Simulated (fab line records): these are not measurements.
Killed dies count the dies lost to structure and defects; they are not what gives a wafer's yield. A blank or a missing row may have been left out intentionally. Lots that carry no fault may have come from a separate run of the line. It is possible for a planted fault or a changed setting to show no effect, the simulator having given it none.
fab line records	flow gf180mcu
record: lots: 14	wafers: 42	last_day: 34
route steps=602 shown MVSD@76 DUAL_GATE@144 POLY_GATE@169
lots untouched by any fault: they come from a run of this same line in which no faults occurred
start_h: start of the lot's first displayed wafer, in hours after the record's first day	wait_h: hours elapsed since this lot's preceding step	" identical to the entry in the row above	L1.1+2: a row that stands for several wafers	- no value present, or no start provided	* or withheld: withheld	< > ~ a bound
route shown NAME@n: NAME is a module with steps in the file, n the number in the route of the first one	usual: average and standard deviation across the fault-free wafers	same: alike in all rows	chamber/n: place in a boat	sites: each site's reading	_std_site: standard deviation of those values	_edge_site: mean of outer sites minus mean of inner sites	radius_mm: for every site, how far away it sits from the centre of the wafer	mask NAME#n: copy n	behind: the tool/chamber that last shaped the wafer	hold: why the lot was held/for how many hours/how that ended	device: names the non-switching transistor (n, p or np)	end of line: the route-end tests of the same wafers	step lacking rows: just its recipe	killed: the dies lost at the first sort to structure and to defects; this is not the yield of the wafer	map: per-die view of a wafer (x killed, . not killed, _ where there is no die)
set.NAME: setting as actually run; set.NAME@STEP: the setting as run at that earlier step	model.NAME: the simulator's own value behind a step, which no gauge read
route steps across a sampled set of lots; one table per step, one row per wafer
services: the hour from which a tool's chamber was out of use, counted from the record's first day as start_h (under 0 if before that day), plus the number of hours and why
== steps ==
step: GF_MVSD_STRIP_10
recipe: chemistry: O2/N2	power_w: 1400	pressure_mtorr: 1500	platen_temp_c: 250	o2_flow_sccm: 3000	n2_flow_sccm: 300	overash_fraction: 0.5
usual: drypump_motor_current_A: 5.9/0.45	heater_power_w: 337/22	oes_product_au: 0.722/0.005	strip_time_to_endpoint_s: 36.96/0.1
lot.wafer	tool	chamber	start_h	wait_h	drypump_motor_current_A	heater_power_w	oes_product_au	rf_hours_counter_h	strip_time_to_endpoint_s
L966.2	plasma_asher-01	1	86.83	0.1	6.1	333	0.726	44	37.01
L966.3	"	0	"	"	6.4	298	0.730	-	36.88
L966.5	"	1	"	"	6.1	322	0.721	-	36.92
L967.4	plasma_asher-03	0	97.33	0.1	6.3	352	0.724	-	37.09
L967.5	"	1	"	"	5.6	366	0.720	-	37.02
L967.6	"	0	"	"	6.3	348	0.724	-	37.03
L968.1	plasma_asher-01	1	100.59	0.1	6.1	332	0.715	46	37.00
L968.2	"	0	"	"	6.4	294	0.717	46	36.98
L968.5	"	0	"	"	6.4	292	0.724	-	36.98
L969.1	plasma_asher-03	0	105.74	0.1	6.3	349	0.722	43	36.95
L969.3	"	0	"	"	6.3	347	0.720	-	37.09
L969.5	"	1	"	"	5.6	355	0.718	-	37.13
L975.2	plasma_asher-03	0	140.83	0.1	6.3	354	0.724	47	36.92
L975.3	"	0	"	"	6.3	348	0.719	-	36.83
L975.4	"	1	"	"	5.6	359	0.719	-	36.74
L978.2	plasma_asher-01	0	158.54	0.1	6.4	298	0.716	52	36.91
L978.3	"	0	"	"	6.4	296	0.716	-	37.01
L978.5	"	1	"	"	6.1	329	0.721	-	36.90
L979.1	plasma_asher-03	0	165.68	0.1	6.4	354	0.713	50	37.01
L979.5	"	0	"	"	6.3	349	0.714	-	36.98
L979.6	"	1	"	"	5.6	359	0.715	-	36.91
L980.1	plasma_asher-03	1	169.13	0.1	5.7	358	0.729	50	36.83
L980.2	"	0	"	"	6.4	352	0.719	50	36.93
L980.6	"	0	"	"	6.3	352	0.724	-	36.92
L981.1	plasma_asher-03	0	173.50	0.1	6.3	349	0.722	50	37.13
L981.2	"	1	"	"	5.6	360	0.716	50	37.04
L981.6	"	1	"	"	5.6	361	0.717	-	37.20
L983.1	plasma_asher-03	1	191.74	0.1	5.6	360	0.729	52	37.08
L983.2	"	0	"	"	6.3	352	0.723	52	36.96
L983.4	"	0	"	"	6.3	349	0.720	-	37.10
L982.4	plasma_asher-01	0	193.03	0.1	6.4	287	0.709	-	36.86
L982.5	"	0	"	"	6.4	300	0.722	-	36.89
L982.6	"	1	"	"	6.1	325	0.731	-	36.85
L984.3	plasma_asher-03	1	198.51	0.1	5.6	363	0.724	-	36.98
L984.5	"	0	"	"	6.4	344	0.722	-	37.00
L984.6	"	1	"	"	5.6	363	0.725	-	37.03
L986.1	plasma_asher-01	0	202.88	0.1	6.4	299	0.723	57	36.90
L986.4	"	0	"	"	6.4	286	0.721	-	36.89
L986.6	"	0	"	"	6.4	292	0.720	-	36.87
L987.1	plasma_asher-04	1	214.28	0.1	5.1	320	0.723	42	37.01
L987.2	"	0	"	"	5.8	359	0.726	42	36.96
L987.6	"	1	"	"	5.1	329	0.724	-	37.05
step: GF_DUAL_GATE_THK_MEAS_03
recipe: reads: SiO2_of_DUAL_GATE_OXIDATION_02
usual: DUAL_GATE_OXIDATION_00_THK: 10.94/0.22
lot.wafer	tool	chamber	start_h	wait_h	DUAL_GATE_OXIDATION_00_THK[nm]
L966.2	film_metro-02	-	163.95	0.0	10.83
L966.3	"	-	"	"	10.89
L966.5	"	-	"	"	10.92
L967.4	film_metro-02	-	173.56	0.0	11.04
L967.5	"	-	"	"	10.97
L967.6	"	-	"	"	11.21
L968.1	film_metro-03	-	178.75	0.0	11.07
L968.2	"	-	"	"	10.73
L968.5	"	-	"	"	10.98
L969.1	film_metro-03	-	186.60	0.0	10.93
L969.3	"	-	"	"	10.89
L969.5	"	-	"	"	10.87
L975.2	film_metro-02	-	226.51	0.0	11.01
L975.3	"	-	"	"	11.00
L975.4	"	-	"	"	10.90
L978.2	film_metro-04	-	250.34	0.0	10.95
L978.3	"	-	"	"	11.08
L978.5	"	-	"	"	10.89
L979.1	film_metro-04	-	255.46	0.0	10.56
L979.5	"	-	"	"	10.50
L979.6	"	-	"	"	10.63
L980.1	film_metro-02	-	258.36	0.1	11.21
L980.2	"	-	"	"	11.28
L980.6	"	-	"	"	11.37
L981.1	film_metro-02	-	264.20	0.0	10.79
L981.2	"	-	"	"	10.82
L981.6	"	-	"	"	10.72
L983.1	film_metro-02	-	287.50	0.0	10.80
L983.2	"	-	"	"	10.76
L983.4	"	-	"	"	10.68
L982.4	film_metro-02	-	288.32	0.0	10.92
L982.5	"	-	"	"	11.03
L982.6	"	-	"	"	11.01
L984.3	film_metro-02	-	294.50	0.0	10.55
L984.5	"	-	"	"	10.54
L984.6	"	-	"	"	10.53
L986.1	film_metro-04	-	298.96	0.0	10.82
L986.4	"	-	"	"	10.66
L986.6	"	-	"	"	10.69
L987.1	film_metro-04	-	313.76	0.0	11.09
L987.2	"	-	"	"	10.99
L987.6	"	-	"	"	11.03
step: GF_DUAL_GATE_STRIP_13
recipe: chemistry: O2/N2	power_w: 1400	pressure_mtorr: 1500	platen_temp_c: 250	o2_flow_sccm: 3000	n2_flow_sccm: 300	overash_fraction: 0.5
usual: drypump_motor_current_A: 5.9/0.49	heater_power_w: 348/27	oes_product_au: 0.716/0.0044	strip_time_to_endpoint_s: 12.63/0.032
lot.wafer	tool	chamber	start_h	wait_h	drypump_motor_current_A	heater_power_w	oes_product_au	rf_hours_counter_h	strip_time_to_endpoint_s
L966.2	plasma_asher-02	1	180.13	0.0	5.5	294	0.713	6	12.61
L966.3	"	1	"	"	5.5	292	0.717	-	12.61
L966.5	"	1	"	"	5.5	292	0.716	-	12.65
L967.4	plasma_asher-02	0	189.61	0.0	6.5	393	0.719	-	12.59
L967.5	"	1	"	"	5.5	289	0.725	-	12.63
L967.6	"	0	"	"	6.6	380	0.721	-	12.59
L968.1	plasma_asher-02	0	194.58	0.0	6.5	379	0.714	8	12.59
L968.2	"	1	"	"	5.5	301	0.718	8	12.57
L968.5	"	1	"	"	5.5	306	0.718	-	12.61
L969.1	plasma_asher-04	1	203.42	0.0	5.0	328	0.711	41	12.65
L969.3	"	1	"	"	5.0	317	0.721	-	12.66
L969.5	"	0	"	"	5.8	353	0.714	-	12.64
L975.2	plasma_asher-03	0	244.74	0.0	6.3	348	0.717	57	12.67
L975.3	"	1	"	"	5.6	363	0.720	-	12.64
L975.4	"	0	"	"	6.3	353	0.717	-	12.65
L978.2	plasma_asher-02	1	269.53	0.0	5.5	298	0.720	16	12.63
L978.3	"	0	"	"	6.5	384	0.717	-	12.62
L978.5	"	0	"	"	6.5	385	0.712	-	12.68
L979.1	plasma_asher-03	1	275.13	0.0	5.6	370	0.714	60	12.65
L979.5	"	1	"	"	5.6	365	0.718	-	12.61
L979.6	"	0	"	"	6.4	347	0.714	-	12.61
L980.1	plasma_asher-03	0	277.73	0.0	6.3	347	0.722	60	12.64
L980.2	"	1	"	"	5.7	361	0.719	60	12.62
L980.6	"	0	"	"	6.3	341	0.709	-	12.66
L981.1	plasma_asher-02	0	283.97	0.0	6.5	384	0.711	17	12.64
L981.2	"	1	"	"	5.5	305	0.716	17	12.66
L981.6	"	0	"	"	6.5	386	0.713	-	12.63
L983.1	plasma_asher-03	1	307.92	0.0	5.6	367	0.716	63	12.60
L983.2	"	0	"	"	6.3	349	0.714	63	12.63
L983.4	"	0	"	"	6.3	352	0.712	-	12.60
L982.4	plasma_asher-04	1	308.45	0.0	5.0	330	0.718	-	12.65
L982.5	"	0	"	"	5.8	354	0.720	-	12.62
L982.6	"	1	"	"	5.0	324	0.711	-	12.62
L984.3	plasma_asher-02	0	315.51	0.0	6.6	395	0.718	-	12.62
L984.5	"	1	"	"	5.5	298	0.715	-	12.59
L984.6	"	0	"	"	6.5	389	0.719	-	12.57
L986.1	plasma_asher-03	0	319.37	0.0	6.3	350	0.709	65	12.62
L986.4	"	0	"	"	6.4	349	0.723	-	12.65
L986.6	"	0	"	"	6.4	343	0.719	-	12.59
L987.1	plasma_asher-03	0	334.97	0.0	6.4	338	0.715	67	12.66
L987.2	"	1	"	"	5.7	364	0.716	67	12.64
L987.6	"	1	"	"	5.6	364	0.717	-	12.63
step: GF_POLY_GATE_ETCH_12
recipe: chemistry: N2/H2	target_depth_a: withheld	overetch_a: withheld	time_s: withheld	target: BARC	ion_energy_ev: 200	source_w: 500	bias_w: 100	pressure_mtorr: 30	n2_flow_sccm: 100	h2_flow_sccm: 200
usual: bias_w: 100.0/0.32	chamber_pressure_mTorr: 29.997/0.026	drypump_motor_current_A: 5.6/0.54	oes_product_au: 0.736/0.0049	throttle_valve_pct: 13.214/0.0095
lot.wafer	tool	chamber	start_h	wait_h	bias_w	chamber_pressure_mTorr	drypump_motor_current_A	oes_product_au	throttle_valve_pct
L966.2	rie_diel-04	0	203.65	0.0	99.7	30.057	5.6	0.732	13.206
L966.3	"	3	"	"	100.1	29.991	5.3	0.735	13.196
L966.5	"	2	"	"	100.0	30.024	4.9	0.736	13.217
L967.4	rie_diel-01	0	210.20	0.0	99.8	29.945	5.2	0.738	13.214
L967.5	"	0	"	"	99.9	29.984	5.2	0.734	13.215
L967.6	"	3	"	"	99.9	30.034	6.4	0.733	13.212
L968.1	rie_diel-01	3	215.17	0.0	99.8	29.984	6.4	0.738	13.196
L968.2	"	2	"	"	100.2	30.011	6.5	0.733	13.206
L968.5	"	3	"	"	99.7	30.006	6.4	0.740	13.222
L969.1	rie_diel-01	3	225.02	0.0	99.9	30.001	6.4	0.743	13.223
L969.3	"	2	"	"	100.3	30.005	6.5	0.736	13.211
L969.5	"	0	"	"	99.6	29.949	5.2	0.732	13.204
L975.2	rie_diel-04	0	267.45	0.0	99.9	30.030	5.6	0.734	13.217
L975.3	"	1	"	"	99.5	30.024	5.6	0.742	13.204
L975.4	"	3	"	"	99.5	29.994	5.3	0.731	13.205
L978.2	rie_diel-04	0	293.21	0.0	99.6	29.998	5.7	0.733	13.220
L978.3	"	3	"	"	100.2	29.995	5.3	0.740	13.223
L978.5	"	2	"	"	100.6	29.975	4.9	0.739	13.222
L979.1	rie_diel-03	3	299.60	0.0	-	-	-	-	-
L979.5	"	2	"	"	-	-	-	-	-
L979.6	"	1	"	"	-	-	-	-	-
L980.1	rie_diel-01	0	301.21	0.0	-	-	-	-	-
L980.2	"	2	"	"	-	-	-	-	-
L980.6	"	1	"	"	-	-	-	-	-
L981.1	rie_diel-04	3	307.06	0.0	100.0	29.999	5.3	0.735	13.211
L981.2	"	1	"	"	100.2	30.031	5.7	0.734	13.206
L981.6	"	0	"	"	100.1	30.019	5.6	0.723	13.217
L982.4	rie_diel-04	1	333.26	0.0	99.6	30.032	5.7	0.743	13.211
L982.5	"	0	"	"	100.4	29.946	5.6	0.744	13.231
L982.6	"	1	"	"	100.2	30.054	5.6	0.734	13.202
L983.1	rie_diel-03	3	333.61	0.0	100.2	30.000	5.9	0.737	13.208
L983.2	"	0	"	"	99.6	30.020	6.0	0.742	13.215
L983.4	"	1	"	"	100.1	30.018	6.0	0.737	13.227
L984.3	rie_diel-03	2	341.36	0.0	100.2	30.025	5.5	0.740	13.211
L984.5	"	3	"	"	100.1	29.969	5.9	0.726	13.234
L984.6	"	0	"	"	100.2	30.016	6.0	0.730	13.226
L986.1	rie_diel-01	2	343.46	0.0	100.3	29.990	6.5	0.729	13.215
L986.4	"	0	"	"	100.3	30.025	5.2	0.732	13.215
L986.6	"	0	"	"	100.3	29.999	5.2	0.734	13.210
L987.1	rie_diel-01	0	360.81	0.0	99.6	29.995	5.2	0.739	13.218
L987.2	"	3	"	"	99.6	29.981	6.4	0.729	13.218
L987.6	"	3	"	"	99.9	29.987	6.4	0.741	13.218
step: GF_POLY_GATE_ETCH_13
recipe: target: poly-Si	target_depth_nm: 198.5	stop_on: SiO2	over_etch_frac: 0.403	chemistry: HBr/Cl2	icp_w: 400	bias_w: 100	pressure_mtorr: 10	HBr_flow_sccm: 150	Cl2_flow_sccm: 50	time_s: 69.6
usual: HBr_flow_sccm: 149.9/0.47	bias_w: 99.9/0.3	drypump_motor_current_A: 6.0/0.41	oes_product_au: 0.987/0.0072	throttle_valve_pct: 33.682/0.0089
lot.wafer	tool	chamber	start_h	wait_h	HBr_flow_sccm	bias_w	drypump_motor_current_A	oes_product_au	rf_hours_counter_h	throttle_valve_pct
L966.2	rie_si-02	0	203.70	-	150.0	100.0	5.3	0.992	86	33.686
L966.3	"	2	"	"	149.6	100.2	6.5	0.987	85	33.691
L966.5	"	1	"	"	149.3	100.4	5.6	0.990	-	33.661
L967.4	rie_si-02	2	210.25	-	150.2	99.9	6.4	0.984	85	33.679
L967.5	"	0	"	"	150.1	99.8	5.4	0.975	-	33.681
L967.6	"	1	"	"	150.0	99.9	5.6	0.983	-	33.680
L968.1	rie_si-02	2	215.22	-	150.3	99.9	6.4	0.988	85	33.686
L968.2	"	0	"	"	149.9	99.9	5.4	0.979	86	33.688
L968.5	"	3	"	"	150.6	99.9	6.6	0.981	-	33.665
L969.1	rie_si-01	3	225.07	-	149.5	100.0	5.8	0.988	4	33.681
L969.3	"	0	"	"	150.0	99.6	5.8	0.995	4	33.679
L969.5	"	3	"	"	148.2	100.1	5.8	0.990	-	33.693
L975.2	rie_si-01	2	267.50	-	150.3	100.1	5.8	0.998	30	33.671
L975.3	"	1	"	"	151.2	100.0	5.9	0.993	1	33.680
L975.4	"	0	"	"	150.1	99.8	5.8	0.997	4	33.682
L978.2	rie_si-01	0	293.26	-	149.7	99.5	5.8	0.996	5	33.698
L978.3	"	1	"	"	149.9	100.2	5.9	0.992	1	33.677
L978.5	"	0	"	"	149.8	99.7	5.8	0.993	-	33.683
L979.1	rie_si-02	0	299.65	-	149.5	99.8	5.3	0.268	87	33.682
L979.5	"	2	"	"	149.9	100.2	6.4	0.271	-	33.678
L979.6	"	0	"	"	150.4	99.7	5.3	0.278	-	33.683
L980.1	rie_si-01	3	301.26	-	149.2	99.5	5.8	0.278	5	33.675
L980.2	"	2	"	"	149.5	99.7	5.9	0.274	31	33.686
L980.6	"	1	"	"	149.7	100.0	5.9	0.274	-	33.679
L981.1	rie_si-01	2	307.11	-	150.1	99.7	5.9	0.989	31	33.676
L981.2	"	3	"	"	150.1	99.6	5.8	0.978	5	33.681
L981.6	"	0	"	"	150.3	100.2	5.8	0.988	-	33.692
L982.4	rie_si-01	2	333.31	-	149.8	100.2	5.9	0.991	31	33.679
L982.5	"	3	"	"	149.8	100.3	5.8	0.985	-	33.680
L982.6	"	2	"	"	149.3	99.5	5.9	0.979	-	33.696
L983.1	rie_si-02	3	333.66	-	149.5	99.9	6.7	0.987	0	33.708
L983.2	"	0	"	"	149.7	100.3	5.4	0.980	88	33.683
L983.4	"	2	"	"	149.5	99.6	6.4	0.984	86	33.691
L984.3	rie_si-01	0	341.41	-	149.8	99.9	5.9	0.994	5	33.666
L984.5	"	0	"	"	150.6	100.0	5.8	1.000	-	33.672
L984.6	"	3	"	"	150.1	100.1	5.8	0.971	-	33.690
L986.1	rie_si-01	2	343.51	-	149.9	99.6	5.9	0.982	31	33.678
L986.4	"	0	"	"	150.1	100.4	5.8	0.989	5	33.678
L986.6	"	1	"	"	150.1	100.2	5.9	0.987	-	33.675
L987.1	rie_si-01	2	360.86	-	149.9	100.1	5.9	0.999	31	33.691
L987.2	"	1	"	"	150.4	100.6	5.9	0.986	2	33.674
L987.6	"	3	"	"	149.2	100.0	5.8	0.993	-	33.672
step: GF_POLY_GATE_STRIP_14
recipe: chemistry: O2/N2	power_w: 1400	pressure_mtorr: 1500	platen_temp_c: 250	o2_flow_sccm: 3000	n2_flow_sccm: 300	overash_fraction: 0.5
usual: drypump_motor_current_A: 5.9/0.46	heater_power_w: 334/22	oes_product_au: 0.506/0.0045
lot.wafer	tool	chamber	start_h	wait_h	drypump_motor_current_A	heater_power_w	oes_product_au	rf_hours_counter_h
L966.2	plasma_asher-01	0	203.76	0.0	6.4	293	0.509	57
L966.3	"	1	"	"	6.1	338	0.499	-
L966.5	"	1	"	"	6.1	327	0.506	-
L967.4	plasma_asher-04	1	210.34	0.1	5.1	326	0.502	-
L967.5	"	0	"	"	5.8	352	0.498	-
L967.6	"	1	"	"	5.1	328	0.509	-
L968.1	plasma_asher-03	1	215.27	0.0	5.7	361	0.506	54
L968.2	"	0	"	"	6.3	349	0.511	54
L968.5	"	0	"	"	6.4	351	0.509	-
L969.1	plasma_asher-03	0	225.12	0.0	6.3	346	0.506	55
L969.3	"	0	"	"	6.4	341	0.514	-
L969.5	"	1	"	"	5.7	356	0.509	-
L975.2	plasma_asher-03	0	267.56	0.0	6.3	343	0.504	59
L975.3	"	1	"	"	5.7	366	0.506	-
L975.4	"	0	"	"	6.4	349	0.506	-
L978.2	plasma_asher-01	0	293.32	0.0	6.4	299	0.504	66
L978.3	"	0	"	"	6.4	294	0.507	-
L978.5	"	1	"	"	6.1	337	0.513	-
L979.1	plasma_asher-04	1	299.70	0.0	5.1	325	0.519	50
L979.5	"	0	"	"	5.8	351	0.529	-
L979.6	"	1	"	"	5.1	326	0.532	-
L980.1	plasma_asher-03	1	301.32	0.0	5.6	350	0.531	63
L980.2	"	0	"	"	6.3	350	0.527	63
L980.6	"	1	"	"	5.7	358	0.527	-
L981.1	plasma_asher-04	0	307.17	0.0	5.8	347	0.502	51
L981.2	"	1	"	"	5.0	319	0.502	51
L981.6	"	1	"	"	5.1	323	0.508	-
L982.4	plasma_asher-01	0	333.40	0.1	6.4	295	0.508	-
L982.5	"	0	"	"	6.4	291	0.503	-
L982.6	"	1	"	"	6.1	332	0.504	-
L983.1	plasma_asher-04	1	333.72	0.0	5.1	327	0.508	52
L983.2	"	0	"	"	5.8	356	0.508	52
L983.4	"	1	"	"	5.0	326	0.511	-
L984.3	plasma_asher-01	1	341.50	0.1	6.1	328	0.506	-
L984.5	"	1	"	"	6.1	334	0.497	-
L984.6	"	0	"	"	6.4	299	0.506	-
L986.1	plasma_asher-01	1	343.57	0.0	6.1	333	0.512	72
L986.4	"	0	"	"	6.4	294	0.508	-
L986.6	"	0	"	"	6.4	297	0.506	-
L987.1	plasma_asher-04	1	360.92	0.0	5.1	319	0.508	55
L987.2	"	0	"	"	5.8	352	0.503	55
L987.6	"	0	"	"	5.8	349	0.503	-
step: GF_POLY_GATE_CD_MEAS_18
usual: cd_nm: 280.0/1.3
lot.wafer	tool	chamber	start_h	wait_h	cd_nm
L966.2	cd_sem-02	-	205.67	0.1	280.8
L966.3	"	-	"	"	281.3
L966.5	"	-	"	"	280.3
L967.4	cd_sem-01	-	211.85	0.1	279.9
L967.5	"	-	"	"	280.8
L967.6	"	-	"	"	279.5
L968.1	cd_sem-02	-	217.16	0.1	279.4
L968.2	"	-	"	"	280.2
L968.5	"	-	"	"	279.3
L969.1	cd_sem-01	-	228.66	0.1	278.8
L969.3	"	-	"	"	280.1
L969.5	"	-	"	"	280.3
L975.2	cd_sem-01	-	269.05	0.1	280.8
L975.3	"	-	"	"	280.9
L975.4	"	-	"	"	282.1
L978.2	cd_sem-02	-	294.80	0.1	278.9
L978.3	"	-	"	"	280.6
L978.5	"	-	"	"	280.6
L979.1	cd_sem-01	-	301.17	0.1	-
L979.5	"	-	"	"	-
L979.6	"	-	"	"	-
L980.1	cd_sem-02	-	302.82	0.1	-
L980.2	"	-	"	"	-
L980.6	"	-	"	"	-
L981.1	cd_sem-01	-	309.21	0.1	280.3
L981.2	"	-	"	"	279.8
L981.6	"	-	"	"	279.8
L982.4	cd_sem-01	-	334.91	0.1	281.0
L982.5	"	-	"	"	280.8
L982.6	"	-	"	"	281.9
L983.1	cd_sem-02	-	336.11	0.1	276.7
L983.2	"	-	"	"	277.5
L983.4	"	-	"	"	278.8
L984.3	cd_sem-01	-	344.01	0.1	279.8
L984.5	"	-	"	"	279.2
L984.6	"	-	"	"	280.3
L986.1	cd_sem-02	-	345.20	0.1	282.2
L986.4	"	-	"	"	281.4
L986.6	"	-	"	"	282.2
L987.1	cd_sem-02	-	362.42	0.1	278.6
L987.2	"	-	"	"	281.8
L987.6	"	-	"	"	280.5
== services ==
tool	chamber	start_h	hours	kind
rie_diel-01	0	64.36	8.3	repair
rie_si-01	3	69.81	3.6	repair
rie_diel-01	3	73.28	7.1	repair
rie_si-01	2	76.56	3.0	repair
plasma_asher-02	-	108.75	9.0	pm
rie_diel-01	-	141.58	0.1	repair
rie_diel-01	2	143.41	16.4	repair
rie_si-01	2	160.57	3.6	repair
rie_diel-01	3	177.43	8.2	repair
rie_diel-01	2	184.50	5.7	repair
rie_diel-01	1	222.00	10.8	repair
plasma_asher-03	-	228.10	5.1	pm
plasma_asher-04	-	238.05	1.4	repair
plasma_asher-04	-	239.25	1.0	repair
rie_si-01	-	280.24	2.8	pm
rie_diel-01	2	282.74	12.1	repair
rie_diel-01	0	284.46	10.9	repair
plasma_asher-01	-	288.54	0.9	repair
plasma_asher-02	-	297.51	0.6	repair
rie_diel-01	3	297.57	5.7	repair
plasma_asher-04	-	308.55	14.6	pm
plasma_asher-02	-	315.76	1.6	repair
plasma_asher-02	-	325.43	2.8	pm
rie_diel-01	1	360.64	4.5	repair
== key ==
first_sign: step: GF_POLY_GATE_ETCH_12	reading: tool_record	direction: missing
effect: step: GF_POLY_GATE_ETCH_13	reading: oes_product_au	direction: down	sigmas: 99	usual: 0.987	struck: 0.274
effect: step: GF_POLY_GATE_STRIP_14	reading: oes_product_au	direction: up	sigmas: 4.8	usual: 0.506	struck: 0.527
effect: step: GF_POLY_GATE_CD_MEAS_18	reading: cd_nm	direction: missing
met_at GF_POLY_GATE_ETCH_12
struck_lots L979,L980
later_rows_left_out L979.1,L979.5,L979.6,L980.1,L980.2,L980.6
sort_left_out L979.1,L979.5,L979.6,L980.1,L980.2,L980.6
tester_left_out L979,L980
not_acting_at GF_MVSD_STRIP_10,GF_DUAL_GATE_THK_MEAS_03,GF_DUAL_GATE_STRIP_13
onset_between 225.02 299.60
fault: kind: skipped_step_whole	tool: rie_diel-01,rie_diel-03	chamber: -	onset_h: 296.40	steps: GF_POLY_GATE_ETCH_12	scope: struck_lots_only
tester_left_out: of these lots the tester's yield and bins aren't shown, on N5 and GAA mostly nor the transistor test; their killed dies are dies lost to structure and defects alone, not to doping, threshold or leakage, so they don't give the yield
sort_left_out: the simulated sort isn't trusted on such a fault, so these wafers' sort isn't shown, and their yield isn't known
later_rows_left_out: the simulator's readings of these wafers behind a module that went badly wrong aren't trusted and aren't shown, but for the sort
